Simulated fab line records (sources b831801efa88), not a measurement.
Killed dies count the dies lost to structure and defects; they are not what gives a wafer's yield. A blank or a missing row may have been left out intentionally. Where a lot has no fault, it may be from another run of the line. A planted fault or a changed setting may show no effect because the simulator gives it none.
Which of the tools did it? || flow sfqLine || 16 lots with 48 wafers sampled at 4 steps, on a route of 325 steps

## WHAT THE GAUGES READ, wafer by wafer
Not one reading of a measure or inspect step in the record can be checked against a usual standard deviation.

## WHICH TOOL RAN EACH LOT (tool, then ch and the chambers of the sampled wafers, then the start)
{"lot": "L364", "SFQ_TRILAYER_M4_STRIP_STRIP_097": "rieMetal-04 ch 0,1, day 48 16:28", "SFQ_TRILAYER_I4_VIA_LITHO_EXPOSE_104": "krfScanner-01 ch 0, day 54 15:37", "SFQ_TRILAYER_I4_VIA_BARC_OPEN_VIA_ETCH_146": "rieDiel-04 ch 0,2,3, day 54 17:10", "SFQ_TRILAYER_I4_VIA_STRIP_STRIP_107": "rieMetal-04 ch 0,1, day 54 17:19"}
{"lot": "L365", "SFQ_TRILAYER_M4_STRIP_STRIP_097": "rieMetal-01 ch 0, day 48 19:04", "SFQ_TRILAYER_I4_VIA_LITHO_EXPOSE_104": "krfScanner-01 ch 0, day 54 16:49", "SFQ_TRILAYER_I4_VIA_BARC_OPEN_VIA_ETCH_146": "rieDiel-02 ch 0,1,3, day 54 18:22", "SFQ_TRILAYER_I4_VIA_STRIP_STRIP_107": "rieMetal-03 ch 0,1, day 54 18:31"}
{"lot": "L366", "SFQ_TRILAYER_M4_STRIP_STRIP_097": "rieMetal-02 ch 0,1, day 53 08:49", "SFQ_TRILAYER_I4_VIA_LITHO_EXPOSE_104": "krfScanner-01 ch 0, day 59 01:11", "SFQ_TRILAYER_I4_VIA_BARC_OPEN_VIA_ETCH_146": "rieDiel-02 ch 0,1,2, day 59 02:43", "SFQ_TRILAYER_I4_VIA_STRIP_STRIP_107": "rieMetal-03 ch 0,1, day 59 02:52"}
{"lot": "L367", "SFQ_TRILAYER_M4_STRIP_STRIP_097": "rieMetal-02 ch 0,1, day 53 11:13", "SFQ_TRILAYER_I4_VIA_LITHO_EXPOSE_104": "krfScanner-01 ch 0, day 59 04:47", "SFQ_TRILAYER_I4_VIA_BARC_OPEN_VIA_ETCH_146": "rieDiel-02 ch 0,2,3, day 59 06:19", "SFQ_TRILAYER_I4_VIA_STRIP_STRIP_107": "rieMetal-04 ch 0,1, day 59 06:28"}
{"lot": "L368", "SFQ_TRILAYER_M4_STRIP_STRIP_097": "rieMetal-02 ch 0,1, day 53 19:49", "SFQ_TRILAYER_I4_VIA_LITHO_EXPOSE_104": "krfScanner-01 ch 0, day 59 13:35", "SFQ_TRILAYER_I4_VIA_BARC_OPEN_VIA_ETCH_146": "rieDiel-01 ch 1,2,3, day 59 14:44", "SFQ_TRILAYER_I4_VIA_STRIP_STRIP_107": "rieMetal-03 ch 0,1, day 59 15:06"}
{"lot": "L369", "SFQ_TRILAYER_M4_STRIP_STRIP_097": "rieMetal-01 ch 0,1, day 53 20:53", "SFQ_TRILAYER_I4_VIA_LITHO_EXPOSE_104": "krfScanner-01 ch 0, day 59 14:23", "SFQ_TRILAYER_I4_VIA_BARC_OPEN_VIA_ETCH_146": "rieDiel-02 ch 0,1,3, day 59 15:56", "SFQ_TRILAYER_I4_VIA_STRIP_STRIP_107": "rieMetal-04 ch 0,1, day 59 16:06"}
{"lot": "L370", "SFQ_TRILAYER_M4_STRIP_STRIP_097": "rieMetal-01 ch 0,1, day 54 05:17", "SFQ_TRILAYER_I4_VIA_LITHO_EXPOSE_104": "krfScanner-01 ch 0, day 59 19:11", "SFQ_TRILAYER_I4_VIA_BARC_OPEN_VIA_ETCH_146": "rieDiel-01 ch 1,2, day 59 20:43", "SFQ_TRILAYER_I4_VIA_STRIP_STRIP_107": "rieMetal-04 ch 0,1, day 59 20:52"}
{"lot": "L371", "SFQ_TRILAYER_M4_STRIP_STRIP_097": "rieMetal-02 ch 0,1, day 54 16:08", "SFQ_TRILAYER_I4_VIA_LITHO_EXPOSE_104": "krfScanner-01 ch 0, day 59 23:59", "SFQ_TRILAYER_I4_VIA_BARC_OPEN_VIA_ETCH_146": "rieDiel-02 ch 0,1,2, day 60 01:31", "SFQ_TRILAYER_I4_VIA_STRIP_STRIP_107": "rieMetal-03 ch 0, day 60 01:40"}
{"lot": "L372", "SFQ_TRILAYER_M4_STRIP_STRIP_097": "rieMetal-01 ch 0,1, day 55 07:44", "SFQ_TRILAYER_I4_VIA_LITHO_EXPOSE_104": "krfScanner-02 ch 0, day 60 14:34", "SFQ_TRILAYER_I4_VIA_BARC_OPEN_VIA_ETCH_146": "rieDiel-01 ch 0,1,3, day 60 15:55", "SFQ_TRILAYER_I4_VIA_STRIP_STRIP_107": "rieMetal-01 ch 0,1, day 60 16:04"}
{"lot": "L374", "SFQ_TRILAYER_M4_STRIP_STRIP_097": "rieMetal-01 ch 0,1, day 55 12:32", "SFQ_TRILAYER_I4_VIA_LITHO_EXPOSE_104": "krfScanner-02 ch 0, day 60 20:34", "SFQ_TRILAYER_I4_VIA_BARC_OPEN_VIA_ETCH_146": "rieDiel-01 ch 0,1,3, day 60 21:55", "SFQ_TRILAYER_I4_VIA_STRIP_STRIP_107": "rieMetal-03 ch 0,1, day 60 22:04"}
{"lot": "L378", "SFQ_TRILAYER_M4_STRIP_STRIP_097": "rieMetal-04 ch 0,1, day 56 10:08", "SFQ_TRILAYER_I4_VIA_LITHO_EXPOSE_104": "krfScanner-01 ch 0, day 62 01:18", "SFQ_TRILAYER_I4_VIA_BARC_OPEN_VIA_ETCH_146": "rieDiel-01 ch 0,1,2, day 62 02:50", "SFQ_TRILAYER_I4_VIA_STRIP_STRIP_107": "rieMetal-01 ch 0,1, day 62 02:59"}
{"lot": "L379", "SFQ_TRILAYER_M4_STRIP_STRIP_097": "rieMetal-02 ch 0, day 56 14:56", "SFQ_TRILAYER_I4_VIA_LITHO_EXPOSE_104": "krfScanner-01 ch 0, day 62 03:54", "SFQ_TRILAYER_I4_VIA_BARC_OPEN_VIA_ETCH_146": "rieDiel-04 ch 1,2, day 62 05:14", "SFQ_TRILAYER_I4_VIA_STRIP_STRIP_107": "rieMetal-04 ch 1, day 62 05:23"}
{"lot": "L380", "SFQ_TRILAYER_M4_STRIP_STRIP_097": "rieMetal-01 ch 0,1, day 56 20:56", "SFQ_TRILAYER_I4_VIA_LITHO_EXPOSE_104": "krfScanner-01 ch 0, day 62 10:54", "SFQ_TRILAYER_I4_VIA_BARC_OPEN_VIA_ETCH_146": "rieDiel-02 ch 0,1,2, day 62 12:26", "SFQ_TRILAYER_I4_VIA_STRIP_STRIP_107": "rieMetal-01 ch 0,1, day 62 12:35"}
{"lot": "L385", "SFQ_TRILAYER_M4_STRIP_STRIP_097": "rieMetal-01 ch 0,1, day 61 14:53", "SFQ_TRILAYER_I4_VIA_LITHO_EXPOSE_104": "krfScanner-02 ch 0, day 66 20:15", "SFQ_TRILAYER_I4_VIA_BARC_OPEN_VIA_ETCH_146": "rieDiel-01 ch 0,2,3, day 66 21:35", "SFQ_TRILAYER_I4_VIA_STRIP_STRIP_107": "rieMetal-03 ch 1, day 66 21:44"}
{"lot": "L386", "SFQ_TRILAYER_M4_STRIP_STRIP_097": "rieMetal-02 ch 0,1, day 61 23:17", "SFQ_TRILAYER_I4_VIA_LITHO_EXPOSE_104": "krfScanner-02 ch 0, day 66 23:39", "SFQ_TRILAYER_I4_VIA_BARC_OPEN_VIA_ETCH_146": "rieDiel-01 ch 0,1, day 67 01:11", "SFQ_TRILAYER_I4_VIA_STRIP_STRIP_107": "rieMetal-04 ch 0,1, day 67 01:20"}
{"lot": "L387", "SFQ_TRILAYER_M4_STRIP_STRIP_097": "rieMetal-02 ch 0,1, day 62 04:13", "SFQ_TRILAYER_I4_VIA_LITHO_EXPOSE_104": "krfScanner-02 ch 0, day 67 03:15", "SFQ_TRILAYER_I4_VIA_BARC_OPEN_VIA_ETCH_146": "rieDiel-01 ch 0,3, day 67 04:47", "SFQ_TRILAYER_I4_VIA_STRIP_STRIP_107": "rieMetal-01 ch 0,1, day 67 04:56"}
- SFQ_TRILAYER_M4_STRIP_STRIP_097: strips in O2.
- SFQ_TRILAYER_I4_VIA_LITHO_EXPOSE_104: exposes mask I4, target cd 700 nm.
- SFQ_TRILAYER_I4_VIA_BARC_OPEN_VIA_ETCH_146: etches BARC in O2, target depth 125 nm, time 41.7 s.
- SFQ_TRILAYER_I4_VIA_STRIP_STRIP_107: strips in O2.

## AS READ BY THE TOOLS THEMSELVES (means over the sampled wafers that have a number; for cases with no such wafer, the mark the record gives instead)
SFQ_TRILAYER_M4_STRIP_STRIP_097. Usual: drypumpMotorCurrentA 5.7 A, standard deviation 0.39; oesProductAu 1.002 a.u., standard deviation 0.011.
{"lot": "L364", "tool": "rieMetal-04", "drypumpMotorCurrentA (A)": 5.9, "oesProductAu (a.u.)": 1.010, "flag": ""}
{"lot": "L365", "tool": "rieMetal-01", "drypumpMotorCurrentA (A)": 6.1, "oesProductAu (a.u.)": 0.998, "flag": ""}
{"lot": "L366", "tool": "rieMetal-02", "drypumpMotorCurrentA (A)": 5.3, "oesProductAu (a.u.)": 1.000, "flag": ""}
{"lot": "L367", "tool": "rieMetal-02", "drypumpMotorCurrentA (A)": 5.2, "oesProductAu (a.u.)": 0.996, "flag": ""}
{"lot": "L368", "tool": "rieMetal-02", "drypumpMotorCurrentA (A)": 5.2, "oesProductAu (a.u.)": 0.996, "flag": ""}
{"lot": "L369", "tool": "rieMetal-01", "drypumpMotorCurrentA (A)": 6.0, "oesProductAu (a.u.)": 1.004, "flag": ""}
{"lot": "L370", "tool": "rieMetal-01", "drypumpMotorCurrentA (A)": 6.0, "oesProductAu (a.u.)": 1.003, "flag": ""}
{"lot": "L371", "tool": "rieMetal-02", "drypumpMotorCurrentA (A)": 5.3, "oesProductAu (a.u.)": 1.005, "flag": ""}
{"lot": "L372", "tool": "rieMetal-01", "drypumpMotorCurrentA (A)": 6.0, "oesProductAu (a.u.)": 0.997, "flag": ""}
{"lot": "L374", "tool": "rieMetal-01", "drypumpMotorCurrentA (A)": 6.0, "oesProductAu (a.u.)": 1.011, "flag": ""}
{"lot": "L378", "tool": "rieMetal-04", "drypumpMotorCurrentA (A)": 5.9, "oesProductAu (a.u.)": 1.015, "flag": ""}
{"lot": "L379", "tool": "rieMetal-02", "drypumpMotorCurrentA (A)": 5.1, "oesProductAu (a.u.)": 1.004, "flag": ""}
{"lot": "L380", "tool": "rieMetal-01", "drypumpMotorCurrentA (A)": 6.0, "oesProductAu (a.u.)": 1.008, "flag": ""}
{"lot": "L385", "tool": "rieMetal-01", "drypumpMotorCurrentA (A)": 6.0, "oesProductAu (a.u.)": 0.993, "flag": ""}
{"lot": "L386", "tool": "rieMetal-02", "drypumpMotorCurrentA (A)": 5.2, "oesProductAu (a.u.)": 0.997, "flag": ""}
{"lot": "L387", "tool": "rieMetal-02", "drypumpMotorCurrentA (A)": 5.2, "oesProductAu (a.u.)": 0.985, "flag": ""}

SFQ_TRILAYER_I4_VIA_LITHO_EXPOSE_104. Usual: 21.300 for exposureDoseMJCm2, sd 0.019.
{"lot": "L364", "tool": "krfScanner-01", "exposureDoseMJCm2": 21.305, "flag": ""}
{"lot": "L365", "tool": "krfScanner-01", "exposureDoseMJCm2": 21.283, "flag": ""}
{"lot": "L366", "tool": "krfScanner-01", "exposureDoseMJCm2": 21.285, "flag": ""}
{"lot": "L367", "tool": "krfScanner-01", "exposureDoseMJCm2": 21.298, "flag": ""}
{"lot": "L368", "tool": "krfScanner-01", "exposureDoseMJCm2": 21.302, "flag": ""}
{"lot": "L369", "tool": "krfScanner-01", "exposureDoseMJCm2": 21.282, "flag": ""}
{"lot": "L370", "tool": "krfScanner-01", "exposureDoseMJCm2": 21.299, "flag": ""}
{"lot": "L371", "tool": "krfScanner-01", "exposureDoseMJCm2": 20.607, "flag": "OFF"}
{"lot": "L372", "tool": "krfScanner-02", "exposureDoseMJCm2": 21.286, "flag": ""}
{"lot": "L374", "tool": "krfScanner-02", "exposureDoseMJCm2": 21.299, "flag": ""}
{"lot": "L378", "tool": "krfScanner-01", "exposureDoseMJCm2": 20.606, "flag": "OFF"}
{"lot": "L379", "tool": "krfScanner-01", "exposureDoseMJCm2": 20.585, "flag": "OFF"}
{"lot": "L380", "tool": "krfScanner-01", "exposureDoseMJCm2": 20.581, "flag": "OFF"}
{"lot": "L385", "tool": "krfScanner-02", "exposureDoseMJCm2": 21.319, "flag": ""}
{"lot": "L386", "tool": "krfScanner-02", "exposureDoseMJCm2": 21.282, "flag": ""}
{"lot": "L387", "tool": "krfScanner-02", "exposureDoseMJCm2": 21.306, "flag": ""}

SFQ_TRILAYER_I4_VIA_BARC_OPEN_VIA_ETCH_146. Usual: drypumpMotorCurrentA 5.9 A, standard deviation 0.47; oesProductAu 0.685 a.u., standard deviation 0.0045.
{"lot": "L364", "tool": "rieDiel-04", "drypumpMotorCurrentA (A)": 5.5, "oesProductAu (a.u.)": 0.686, "flag": ""}
{"lot": "L365", "tool": "rieDiel-02", "drypumpMotorCurrentA (A)": 5.8, "oesProductAu (a.u.)": 0.687, "flag": ""}
{"lot": "L366", "tool": "rieDiel-02", "drypumpMotorCurrentA (A)": 5.8, "oesProductAu (a.u.)": 0.685, "flag": ""}
{"lot": "L367", "tool": "rieDiel-02", "drypumpMotorCurrentA (A)": 6.3, "oesProductAu (a.u.)": 0.685, "flag": ""}
{"lot": "L368", "tool": "rieDiel-01", "drypumpMotorCurrentA (A)": 6.0, "oesProductAu (a.u.)": 0.684, "flag": ""}
{"lot": "L369", "tool": "rieDiel-02", "drypumpMotorCurrentA (A)": 5.8, "oesProductAu (a.u.)": 0.685, "flag": ""}
{"lot": "L370", "tool": "rieDiel-01", "drypumpMotorCurrentA (A)": 6.1, "oesProductAu (a.u.)": 0.690, "flag": ""}
{"lot": "L371", "tool": "rieDiel-02", "drypumpMotorCurrentA (A)": 5.8, "oesProductAu (a.u.)": 0.682, "flag": ""}
{"lot": "L372", "tool": "rieDiel-01", "drypumpMotorCurrentA (A)": 5.8, "oesProductAu (a.u.)": 0.683, "flag": ""}
{"lot": "L374", "tool": "rieDiel-01", "drypumpMotorCurrentA (A)": 5.8, "oesProductAu (a.u.)": 0.681, "flag": ""}
{"lot": "L378", "tool": "rieDiel-01", "drypumpMotorCurrentA (A)": 6.0, "oesProductAu (a.u.)": 0.683, "flag": ""}
{"lot": "L379", "tool": "rieDiel-04", "drypumpMotorCurrentA (A)": 6.3, "oesProductAu (a.u.)": 0.687, "flag": ""}
{"lot": "L380", "tool": "rieDiel-02", "drypumpMotorCurrentA (A)": 5.8, "oesProductAu (a.u.)": 0.686, "flag": ""}
{"lot": "L385", "tool": "rieDiel-01", "drypumpMotorCurrentA (A)": 5.7, "oesProductAu (a.u.)": 0.685, "flag": ""}
{"lot": "L386", "tool": "rieDiel-01", "drypumpMotorCurrentA (A)": 6.1, "oesProductAu (a.u.)": 0.687, "flag": ""}
{"lot": "L387", "tool": "rieDiel-01", "drypumpMotorCurrentA (A)": 5.6, "oesProductAu (a.u.)": 0.686, "flag": ""}

SFQ_TRILAYER_I4_VIA_STRIP_STRIP_107. Usual: drypumpMotorCurrentA 6.04 A, standard deviation 0.18; oesProductAu 1.006 a.u., standard deviation 0.0075.
{"lot": "L364", "tool": "rieMetal-04", "drypumpMotorCurrentA (A)": 5.86, "oesProductAu (a.u.)": 1.013, "flag": ""}
{"lot": "L365", "tool": "rieMetal-03", "drypumpMotorCurrentA (A)": 6.12, "oesProductAu (a.u.)": 1.016, "flag": ""}
{"lot": "L366", "tool": "rieMetal-03", "drypumpMotorCurrentA (A)": 6.11, "oesProductAu (a.u.)": 1.007, "flag": ""}
{"lot": "L367", "tool": "rieMetal-04", "drypumpMotorCurrentA (A)": 5.88, "oesProductAu (a.u.)": 1.002, "flag": ""}
{"lot": "L368", "tool": "rieMetal-03", "drypumpMotorCurrentA (A)": 6.22, "oesProductAu (a.u.)": 1.013, "flag": ""}
{"lot": "L369", "tool": "rieMetal-04", "drypumpMotorCurrentA (A)": 5.86, "oesProductAu (a.u.)": 1.006, "flag": ""}
{"lot": "L370", "tool": "rieMetal-04", "drypumpMotorCurrentA (A)": 5.86, "oesProductAu (a.u.)": 1.010, "flag": ""}
{"lot": "L371", "tool": "rieMetal-03", "drypumpMotorCurrentA (A)": 5.98, "oesProductAu (a.u.)": 1.001, "flag": ""}
{"lot": "L372", "tool": "rieMetal-01", "drypumpMotorCurrentA (A)": 6.05, "oesProductAu (a.u.)": 1.002, "flag": ""}
{"lot": "L374", "tool": "rieMetal-03", "drypumpMotorCurrentA (A)": 6.25, "oesProductAu (a.u.)": 1.011, "flag": ""}
{"lot": "L378", "tool": "rieMetal-01", "drypumpMotorCurrentA (A)": 6.04, "oesProductAu (a.u.)": 0.997, "flag": ""}
{"lot": "L379", "tool": "rieMetal-04", "drypumpMotorCurrentA (A)": 6.01, "oesProductAu (a.u.)": 1.009, "flag": ""}
{"lot": "L380", "tool": "rieMetal-01", "drypumpMotorCurrentA (A)": 6.08, "oesProductAu (a.u.)": 1.006, "flag": ""}
{"lot": "L385", "tool": "rieMetal-03", "drypumpMotorCurrentA (A)": 6.40, "oesProductAu (a.u.)": 1.006, "flag": ""}
{"lot": "L386", "tool": "rieMetal-04", "drypumpMotorCurrentA (A)": 5.88, "oesProductAu (a.u.)": 1.001, "flag": ""}
{"lot": "L387", "tool": "rieMetal-01", "drypumpMotorCurrentA (A)": 6.07, "oesProductAu (a.u.)": 1.007, "flag": ""}

## THE ANSWER, worked out from the rows above alone
Rule: a lot is off if the mean of its wafers that have a number lies more than 3 standard deviations from the usual mean. A lot without any number at a reading at which 4 lots or more have one is off too. Any other lot the step has rows for is counted as sound. After the gauges, taken in route order, come the tools' own readings; for these a lot's mean is taken, as printed above. At the first step where some lot is off, the reading lying furthest off is the one used; lots without a number count as furthest.
Off: L371, L378, L379, L380 (SFQ_TRILAYER_I4_VIA_LITHO_EXPOSE_104, exposureDoseMJCm2).
A tool fits if, at that step or a process step before it, it ran every lot that is off, and no sound lot after the first of them. One fits: SFQ_TRILAYER_I4_VIA_LITHO_EXPOSE_104 on krfScanner-01. Its last sound lot is L370 (day 59 19:11), its first lot that is off L371 (day 59 23:59): a fault that began between those two fits.
On the lots that are off, the tool's own readings at SFQ_TRILAYER_I4_VIA_LITHO_EXPOSE_104 differ by more than 5 times the standard deviation of the sound lots' means, which bears it out; exposureDoseMJCm2 reads 20.595 there versus 21.296 on the sound lots.

## WHAT THE SIMULATOR HAD INSERTED
Drift in process parameters on krfScanner-01 at SFQ_TRILAYER_I4_VIA_LITHO_EXPOSE_104, starting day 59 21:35. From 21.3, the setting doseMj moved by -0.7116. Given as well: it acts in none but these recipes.
Shown lots that were struck: L371, L378, L379, L380. The rule above reached the same finding.
